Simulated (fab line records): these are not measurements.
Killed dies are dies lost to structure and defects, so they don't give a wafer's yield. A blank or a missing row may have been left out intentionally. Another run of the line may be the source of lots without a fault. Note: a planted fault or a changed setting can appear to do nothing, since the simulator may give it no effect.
Which tool is to blame? -- flow gf180mcu -- 6 lots (18 wafers sampled), 1 step of a 602-step route

WHAT THE GAUGES READ, wafer by wafer
GF_DNWELL_TW_MEAS_09.
lot,measured,on,DNWELL_TW
L970,day 2 23:49,film-metro-03,1350 1347 1340
L972,day 3 10:53,film-metro-02,1362 1347 1359
L975,day 4 03:10,film-metro-02,1350 1354 1349
L980,day 5 04:25,film-metro-03,1361 1359 1360
L984,day 6 02:17,film-metro-01,1369 1363 1370
L987,day 6 18:52,film-metro-02,1355 1354 1346

WHAT TOOL EACH LOT RAN ON (gives the tool, then ch and the chambers of the sampled wafers, and finally the start)
The record holds no process step before these readings.

THE ANSWER, worked out from the rows above alone
Rule: the lots themselves supply what counts as usual. The widest of any qualifying gaps counts: lots, ordered by their means at a reading, are off when they make up no more than a third of the lots, leave a main group of 4 or more, and stand apart from it by 3 or more times the standard deviation of that group's means. A main group whose means are all the same, to the digits that the tables above print for the reading, isn't used. Also off: a lot with no number at a reading for which 4 or more lots have one. Any other lot the step has rows for is counted as sound.
No lot is off at any reading shown: from this, nothing can be told.

WHAT WAS PUT IN BY THE SIMULATOR
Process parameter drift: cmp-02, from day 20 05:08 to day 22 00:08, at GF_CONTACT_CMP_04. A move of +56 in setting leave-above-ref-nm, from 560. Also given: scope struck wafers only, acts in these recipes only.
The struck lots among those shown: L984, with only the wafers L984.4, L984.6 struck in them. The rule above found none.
